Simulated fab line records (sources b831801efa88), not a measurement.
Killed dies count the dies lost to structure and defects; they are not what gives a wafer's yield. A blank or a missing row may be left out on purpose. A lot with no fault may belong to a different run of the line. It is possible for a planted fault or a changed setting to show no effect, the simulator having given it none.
fab line records -- flow gf180mcu
[record] lots = 15, wafers = 45, last_day = 34
route steps=602 shown NWELL@52 VT_IMPLANT@110 HV_LDD@182
lots that met no fault: from a run of the same line without faults
start_h: the number of hours between the record's first day and the start of the first shown wafer of the lot -- wait_h: how many hours have passed since the lot's step before this one -- " as in the row above -- L1.1+2: several wafers, shown together as one row -- - no value, or no start given -- * or withheld: withheld -- < > ~ a bound
route shown NAME@n: names a module that has steps shown in the file, with the first one's number in the route -- usual: mean/standard deviation taken from wafers without a fault -- same: alike in all rows -- chamber/n: place in a boat -- sites: each site's reading -- _std_site: the standard deviation of these -- _edge_site: inner sites' mean taken away from outer sites' mean -- radius_mm: how far each site lies from the wafer's centre -- mask NAME#n: copy n -- behind: the last tool/chamber to shape the wafer -- hold: reason for holding the lot/hours on hold/outcome of the hold -- device: the n, p or np transistor that did not switch -- end of line: the tests these same wafers got at the end of their route -- for a step that has no rows: nothing shown but its recipe -- killed: the dies lost at the first sort to structure and to defects; this is not the yield of the wafer -- map: per-die view of a wafer (x killed, . not killed, _ where there is no die)
set.NAME: setting as actually run; set.NAME@STEP: the setting as run at that earlier step -- model.NAME: the simulator's own value behind a step, which no gauge read
one table for each step of the route and one row for each wafer, over a sample of lots
services: when a tool's chamber went out of use (start_h, in hours from the record's first day, below 0 if earlier), for how many hours, and the reason
[[steps]]
[step GF_NWELL_STRIP_10]
[recipe] chemistry = O2/N2, power_w = 1400, pressure_mtorr = 1500, platen_temp_c = 250, o2_flow_sccm = 3000, n2_flow_sccm = 300, overash_fraction = 0.5
[usual] drypump_motor_current_A = 5.9/0.43, heater_power_w = 306/17, oes_product_au = 0.723/0.0042, strip_time_to_endpoint_s = 36.98/0.11
lot.wafer,tool,chamber,start_h,wait_h,drypump_motor_current_A,heater_power_w,oes_product_au,rf_hours_counter_h,strip_time_to_endpoint_s
L557.3,plasma_asher-03,1,54.96,0.1,6.5,324,0.723,-,36.96
L557.4,plasma_asher-03,0,54.96,0.1,5.7,312,0.720,-,36.96
L557.5,plasma_asher-03,1,54.96,0.1,6.5,322,0.728,-,36.95
L558.2,plasma_asher-03,1,61.42,0.1,6.4,322,0.716,42,37.21
L558.4,plasma_asher-03,0,61.42,0.1,5.7,315,0.724,-,37.08
L558.6,plasma_asher-03,1,61.42,0.1,6.4,319,0.719,-,37.02
L560.1,plasma_asher-01,1,72.62,0.1,5.4,315,0.723,28,36.93
L560.3,plasma_asher-01,1,72.62,0.1,5.3,305,0.719,-,36.93
L560.5,plasma_asher-01,1,72.62,0.1,5.3,306,0.721,-,36.89
L566.3,plasma_asher-01,0,105.81,0.1,5.5,302,0.719,-,36.78
L566.4,plasma_asher-01,1,105.81,0.1,5.3,312,0.718,-,36.79
L566.6,plasma_asher-01,0,105.81,0.1,5.5,304,0.716,-,36.80
L567.1,plasma_asher-03,1,110.87,0.1,6.5,312,0.728,47,37.06
L567.5,plasma_asher-03,0,110.87,0.1,5.7,315,0.721,-,36.99
L567.6,plasma_asher-03,1,110.87,0.1,6.5,320,0.716,-,37.00
L568.1,plasma_asher-03,0,116.08,0.1,5.7,316,0.727,48,37.10
L568.2,plasma_asher-03,1,116.08,0.1,6.5,313,0.721,48,37.00
L568.4,plasma_asher-03,1,116.08,0.1,6.4,316,0.731,-,37.06
L569.2,plasma_asher-04,0,122.03,0.1,6.5,273,0.724,0,36.97
L569.3,plasma_asher-04,0,122.03,0.1,6.5,269,0.711,-,37.07
L569.4,plasma_asher-04,1,122.03,0.1,5.7,322,0.730,-,37.08
L570.1,plasma_asher-01,1,130.33,0.1,5.4,312,0.721,34,36.88
L570.2,plasma_asher-01,0,130.33,0.1,5.5,296,0.716,34,37.00
L570.5,plasma_asher-01,1,130.33,0.1,5.3,314,0.719,-,36.92
L571.1,plasma_asher-04,1,132.97,0.1,5.7,318,0.730,1,37.05
L571.2,plasma_asher-04,0,132.97,0.1,6.5,273,0.719,1,37.08
L571.5,plasma_asher-04,1,132.97,0.1,5.7,322,0.721,-,37.03
L572.3,plasma_asher-03,1,138.25,0.1,6.4,321,0.719,-,37.00
L572.4,plasma_asher-03,0,138.25,0.1,5.7,314,0.726,-,37.12
L572.6,plasma_asher-03,0,138.25,0.1,5.7,313,0.722,-,37.10
L573.4,plasma_asher-04,1,143.47,0.1,5.7,322,0.717,-,37.11
L573.5,plasma_asher-04,1,143.47,0.1,5.7,311,0.720,-,37.04
L573.6,plasma_asher-04,0,143.47,0.1,6.4,277,0.722,-,36.96
L575.3,plasma_asher-01,0,153.95,0.1,5.5,301,0.721,-,36.86
L575.4,plasma_asher-01,1,153.95,0.1,5.3,304,0.726,-,37.00
L575.5,plasma_asher-01,1,153.95,0.1,5.4,312,0.727,-,36.87
L576.3,plasma_asher-03,0,159.66,0.1,5.7,307,0.724,-,37.06
L576.5,plasma_asher-03,1,159.66,0.1,6.5,322,0.727,-,37.20
L576.6,plasma_asher-03,0,159.66,0.1,5.7,314,0.727,-,37.00
L578.1,plasma_asher-04,0,172.27,0.1,6.5,269,0.723,6,36.98
L578.2,plasma_asher-04,1,172.27,0.1,5.7,315,0.731,6,37.03
L578.3,plasma_asher-04,0,172.27,0.1,6.5,272,0.726,-,37.00
L580.2,plasma_asher-01,0,181.08,0.1,5.5,293,0.722,40,37.04
L580.4,plasma_asher-01,0,181.08,0.1,5.5,298,0.724,-,37.12
L580.6,plasma_asher-01,1,181.08,0.1,5.3,314,0.719,-,37.06
[step GF_VT_IMPLANT_STRIP_20]
[recipe] chemistry = O2/N2, power_w = 1400, pressure_mtorr = 1500, platen_temp_c = 250, o2_flow_sccm = 3000, n2_flow_sccm = 300, overash_fraction = 0.5
[usual] drypump_motor_current_A = 5.9/0.43, heater_power_w = 307/17, oes_product_au = 0.716/0.0047, strip_time_to_endpoint_s = 12.648/0.03
lot.wafer,tool,chamber,start_h,wait_h,drypump_motor_current_A,heater_power_w,oes_product_au,rf_hours_counter_h,strip_time_to_endpoint_s
L557.3,plasma_asher-04,1,126.47,0.1,5.7,322,0.719,-,12.647
L557.4,plasma_asher-04,0,126.47,0.1,6.4,272,0.710,-,12.621
L557.5,plasma_asher-04,0,126.47,0.1,6.4,270,0.716,-,12.668
L558.2,plasma_asher-03,1,133.12,0.1,6.5,316,0.714,49,12.679
L558.4,plasma_asher-03,0,133.12,0.1,5.7,308,0.710,-,12.726
L558.6,plasma_asher-03,1,133.12,0.1,6.4,314,0.711,-,12.659
L560.1,plasma_asher-04,0,147.17,0.1,6.5,271,0.718,3,12.614
L560.3,plasma_asher-04,0,147.17,0.1,6.4,267,0.710,-,12.575
L560.5,plasma_asher-04,0,147.17,0.1,6.5,272,0.710,-,12.635
L566.3,plasma_asher-03,0,184.95,0.1,5.7,318,0.720,-,12.667
L566.4,plasma_asher-03,1,184.95,0.1,6.5,315,0.716,-,12.616
L566.6,plasma_asher-03,0,184.95,0.1,5.7,323,0.719,-,12.616
L567.1,plasma_asher-01,0,189.78,0.1,5.5,299,0.718,41,12.644
L567.5,plasma_asher-01,0,189.78,0.1,5.5,299,0.713,-,12.640
L567.6,plasma_asher-01,1,189.78,0.1,5.3,320,0.718,-,12.631
L568.1,plasma_asher-03,1,195.52,0.1,6.4,314,0.720,57,12.638
L568.2,plasma_asher-03,0,195.52,0.1,5.7,304,0.708,57,12.639
L568.4,plasma_asher-03,0,195.52,0.1,5.7,317,0.713,-,12.630
L569.2,plasma_asher-03,0,200.23,0.1,5.7,314,0.713,57,12.646
L569.3,plasma_asher-03,1,200.23,0.1,6.4,318,0.717,-,12.686
L569.4,plasma_asher-03,0,200.23,0.1,5.7,317,0.710,-,12.650
L570.1,plasma_asher-03,0,209.98,0.1,5.7,313,0.709,58,12.573
L570.2,plasma_asher-03,1,209.98,0.1,6.5,311,0.719,58,12.563
L570.5,plasma_asher-03,0,209.98,0.1,5.7,309,0.710,-,12.612
L571.1,plasma_asher-01,1,212.17,0.1,5.3,313,0.711,44,12.673
L571.2,plasma_asher-01,0,212.17,0.1,5.5,301,0.715,44,12.640
L571.5,plasma_asher-01,0,212.17,0.1,5.5,297,0.717,-,12.679
L572.3,plasma_asher-03,0,219.31,0.1,5.7,318,0.722,-,12.657
L572.4,plasma_asher-03,1,219.31,0.1,6.5,320,0.720,-,12.649
L572.6,plasma_asher-03,0,219.31,0.1,5.7,308,0.719,-,12.658
L573.4,plasma_asher-01,0,225.11,0.1,5.6,293,0.712,-,12.645
L573.5,plasma_asher-01,1,225.11,0.1,5.4,306,0.718,-,12.674
L573.6,plasma_asher-01,0,225.11,0.1,5.6,296,0.710,-,12.657
L575.3,plasma_asher-04,0,236.25,0.1,6.5,269,0.719,-,12.692
L575.4,plasma_asher-04,1,236.25,0.1,5.7,322,0.708,-,12.666
L575.5,plasma_asher-04,1,236.25,0.1,5.7,317,0.713,-,12.676
L576.3,plasma_asher-01,0,242.91,0.1,5.5,310,0.718,-,12.654
L576.5,plasma_asher-01,0,242.91,0.1,5.5,301,0.716,-,12.672
L576.6,plasma_asher-01,1,242.91,0.1,5.4,315,0.718,-,12.655
L578.1,plasma_asher-01,1,255.12,0.1,5.3,308,0.722,49,12.642
L578.2,plasma_asher-01,0,255.12,0.1,5.6,305,0.722,49,12.678
L578.3,plasma_asher-01,1,255.12,0.1,5.3,313,0.715,-,12.606
L580.2,plasma_asher-01,0,267.17,0.1,5.5,302,0.717,50,12.644
L580.4,plasma_asher-01,0,267.17,0.1,5.5,297,0.713,-,12.668
L580.6,plasma_asher-01,1,267.17,0.1,5.3,306,0.717,-,12.634
[step GF_HV_LDD_DEVELOP_06]
[recipe] develop_time_s = 60, dev_temp_c = 23
[usual] chill_plate_temp_C = 23.00/0.1, develop_time_s = 60/0
lot.wafer,tool,chamber,start_h,wait_h,chill_plate_temp_C,develop_time_s
L557.3,litho_track-04,0,223.94,0.1,23.03,60
L557.4,litho_track-04,0,223.94,0.1,22.84,60
L557.5,litho_track-04,0,223.94,0.1,23.06,60
L558.2,litho_track-04,0,233.77,0.1,23.20,60
L558.4,litho_track-04,0,233.77,0.1,22.79,60
L558.6,litho_track-04,0,233.77,0.1,22.91,60
L560.1,litho_track-02,0,247.11,0.1,22.98,60
L560.3,litho_track-02,0,247.11,0.1,22.92,60
L560.5,litho_track-02,0,247.11,0.1,23.09,60
L567.1,litho_track-03,-,290.34,0.1,-,-
L567.5,litho_track-03,-,290.34,0.1,-,-
L567.6,litho_track-03,-,290.34,0.1,-,-
L566.3,litho_track-02,-,290.50,0.1,-,-
L566.4,litho_track-02,-,290.50,0.1,-,-
L566.6,litho_track-02,-,290.50,0.1,-,-
L568.1,litho_track-02,-,303.00,0.1,-,-
L568.2,litho_track-02,-,303.00,0.1,-,-
L568.4,litho_track-02,-,303.00,0.1,-,-
L569.2,litho_track-02,0,303.33,0.1,23.13,60
L569.3,litho_track-02,0,303.33,0.1,23.07,60
L569.4,litho_track-02,0,303.33,0.1,23.08,60
L570.1,litho_track-03,0,322.43,0.1,22.90,60
L570.2,litho_track-03,0,322.43,0.1,23.00,60
L570.5,litho_track-03,0,322.43,0.1,22.98,60
L571.1,litho_track-02,0,322.60,0.1,22.99,60
L571.2,litho_track-02,0,322.60,0.1,23.08,60
L571.5,litho_track-02,0,322.60,0.1,22.94,60
L572.3,litho_track-04,0,333.74,0.1,22.97,60
L572.4,litho_track-04,0,333.74,0.1,23.24,60
L572.6,litho_track-04,0,333.74,0.1,23.09,60
L573.4,litho_track-04,0,334.67,0.1,23.00,60
L573.5,litho_track-04,0,334.67,0.1,23.13,60
L573.6,litho_track-04,0,334.67,0.1,23.12,60
L575.3,litho_track-03,0,347.98,0.1,23.14,60
L575.4,litho_track-03,0,347.98,0.1,23.15,60
L575.5,litho_track-03,0,347.98,0.1,22.94,60
L576.3,litho_track-04,0,356.64,0.1,22.97,60
L576.5,litho_track-04,0,356.64,0.1,22.93,60
L576.6,litho_track-04,0,356.64,0.1,23.00,60
L578.1,litho_track-04,0,366.59,0.1,22.82,60
L578.2,litho_track-04,0,366.59,0.1,22.91,60
L578.3,litho_track-04,0,366.59,0.1,23.02,60
L580.2,litho_track-03,0,377.36,0.1,22.93,60
L580.4,litho_track-03,0,377.36,0.1,22.94,60
L580.6,litho_track-03,0,377.36,0.1,22.99,60
[step GF_HV_LDD_STRIP_37]
[recipe] chemistry = O2/N2, power_w = 1400, pressure_mtorr = 1500, platen_temp_c = 250, o2_flow_sccm = 3000, n2_flow_sccm = 300, overash_fraction = 0.5
[usual] drypump_motor_current_A = 5.7/0.33, heater_power_w = 318/30, oes_product_au = 0.716/0.0047, strip_time_to_endpoint_s = 12.64/0.035
lot.wafer,tool,chamber,start_h,wait_h,drypump_motor_current_A,heater_power_w,oes_product_au,rf_hours_counter_h,strip_time_to_endpoint_s
L557.3,plasma_asher-01,0,260.89,0.1,5.5,297,0.714,-,12.69
L557.4,plasma_asher-01,1,260.89,0.1,5.4,307,0.721,-,12.67
L557.5,plasma_asher-01,0,260.89,0.1,5.5,293,0.714,-,12.67
L558.2,plasma_asher-04,1,271.05,0.1,5.7,315,0.714,18,12.60
L558.4,plasma_asher-04,0,271.05,0.1,6.5,272,0.715,-,12.63
L558.6,plasma_asher-04,0,271.05,0.1,6.5,269,0.710,-,12.59
L560.1,plasma_asher-04,1,284.20,0.1,5.7,313,0.723,19,12.61
L560.3,plasma_asher-04,1,284.20,0.1,5.7,328,0.711,-,12.62
L560.5,plasma_asher-04,0,284.20,0.1,6.5,274,0.714,-,12.65
L567.1,plasma_asher-01,0,332.21,0.1,5.6,292,0.719,57,12.62
L567.5,plasma_asher-01,1,332.21,0.1,5.4,307,0.722,-,12.68
L567.6,plasma_asher-01,0,332.21,0.1,5.5,294,0.720,-,12.64
L566.3,plasma_asher-04,0,332.54,0.1,6.5,277,0.714,-,12.63
L566.4,plasma_asher-04,1,332.54,0.1,5.7,318,0.704,-,12.67
L566.6,plasma_asher-04,0,332.54,0.1,6.4,279,0.714,-,12.63
L568.1,plasma_asher-02,0,345.15,0.1,5.5,374,0.712,66,12.66
L568.2,plasma_asher-02,1,345.15,0.1,5.7,332,0.708,66,12.61
L568.4,plasma_asher-02,0,345.15,0.1,5.5,373,0.715,-,12.65
L569.2,plasma_asher-01,1,345.80,0.1,5.4,308,0.720,59,12.64
L569.3,plasma_asher-01,1,345.80,0.1,5.3,308,0.715,-,12.67
L569.4,plasma_asher-01,0,345.80,0.1,5.6,294,0.719,-,12.64
L570.1,plasma_asher-01,1,367.34,0.1,5.3,316,0.715,62,12.64
L570.2,plasma_asher-01,0,367.34,0.1,5.5,301,0.709,62,12.63
L570.5,plasma_asher-01,0,367.34,0.1,5.5,300,0.717,-,12.63
L571.1,plasma_asher-01,0,367.51,0.1,5.6,296,0.714,62,12.63
L571.2,plasma_asher-01,1,367.51,0.1,5.3,306,0.716,62,12.66
L571.5,plasma_asher-01,0,367.51,0.1,5.5,305,0.724,-,12.65
L572.3,plasma_asher-02,0,379.59,0.1,5.5,362,0.716,-,12.63
L572.4,plasma_asher-02,1,379.59,0.1,5.7,342,0.715,-,12.63
L572.6,plasma_asher-02,1,379.59,0.1,5.7,330,0.714,-,12.67
L573.4,plasma_asher-02,0,380.03,0.1,5.5,377,0.727,-,12.63
L573.5,plasma_asher-02,0,380.03,0.1,5.5,372,0.714,-,12.62
L573.6,plasma_asher-02,1,380.03,0.1,5.7,335,0.720,-,12.62
L575.3,plasma_asher-01,0,394.82,0.1,5.6,302,0.719,-,12.62
L575.4,plasma_asher-01,1,394.82,0.1,5.4,309,0.715,-,12.60
L575.5,plasma_asher-01,1,394.82,0.1,5.3,310,0.712,-,12.64
L576.3,plasma_asher-04,1,403.37,0.1,5.7,321,0.710,-,12.65
L576.5,plasma_asher-04,0,403.37,0.1,6.5,269,0.710,-,12.66
L576.6,plasma_asher-04,1,403.37,0.1,5.7,316,0.726,-,12.68
L578.1,plasma_asher-02,1,412.65,0.1,5.7,329,0.715,74,12.66
L578.2,plasma_asher-02,0,412.65,0.1,5.5,372,0.710,74,12.66
L578.3,plasma_asher-02,1,412.65,0.1,5.7,345,0.712,-,12.68
L580.2,plasma_asher-01,0,424.21,0.1,5.5,301,0.717,68,12.60
L580.4,plasma_asher-01,0,424.21,0.1,5.5,305,0.722,-,12.64
L580.6,plasma_asher-01,1,424.21,0.1,5.3,310,0.713,-,12.60
[[services]]
tool,chamber,start_h,hours,kind
plasma_asher-03,-,36.97,5.7,repair
litho_track-03,-,66.37,-,consumable_replace:filter
plasma_asher-03,-,92.17,2.5,repair
plasma_asher-03,-,99.88,2.8,pm
plasma_asher-04,-,108.75,9.0,pm
plasma_asher-04,0,108.75,9.0,vent_cycle
plasma_asher-04,1,108.75,9.0,vent_cycle
plasma_asher-04,0,117.75,-,clean
plasma_asher-04,1,117.75,-,clean
plasma_asher-04,-,148.60,4.3,pm
plasma_asher-02,-,155.32,3.0,repair
plasma_asher-02,-,158.15,27.6,repair
plasma_asher-03,-,239.44,0.3,repair
plasma_asher-02,-,245.34,24.6,pm
plasma_asher-04,-,253.99,1.6,repair
litho_track-04,-,255.35,-,consumable_replace:filter
plasma_asher-03,-,291.13,2.4,repair
plasma_asher-03,-,322.05,1.3,repair
plasma_asher-04,-,335.38,20.6,repair
plasma_asher-04,-,356.49,13.7,repair
plasma_asher-01,-,404.47,2.8,pm
plasma_asher-02,-,421.25,9.0,pm
plasma_asher-02,0,421.25,9.0,vent_cycle
plasma_asher-02,1,421.25,9.0,vent_cycle
[[key]]
[first_sign] step = GF_HV_LDD_DEVELOP_06, reading = tool_record, direction = missing
effect none on later readings
met_at GF_HV_LDD_DEVELOP_06
struck_lots L566,L567,L568
later_rows_left_out L566.3,L566.4,L566.6,L567.1,L567.5,L567.6,L568.1,L568.2,L568.4
sort_left_out L566.3,L566.4,L566.6,L567.1,L567.5,L567.6,L568.1,L568.2,L568.4
tester_left_out L566,L567,L568
not_acting_at GF_NWELL_STRIP_10,GF_VT_IMPLANT_STRIP_20,GF_HV_LDD_STRIP_37
onset_between 247.11 290.34
[fault] kind = skipped_step_whole, tool = litho_track-02,litho_track-03, chamber = -, onset_h = 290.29, steps = GF_HV_LDD_DEVELOP_06, scope = struck_lots_only
// tester_left_out: of these lots the tester's yield and bins aren't shown, on N5 and GAA mostly nor the transistor test; their killed dies are dies lost to structure and defects alone, not to doping, threshold or leakage, so they don't give the yield
// sort_left_out: the simulated sort isn't trusted on such a fault, so these wafers' sort isn't shown, and their yield isn't known
// later_rows_left_out: the simulator's readings of these wafers behind a module that went badly wrong aren't trusted and aren't shown, but for the sort
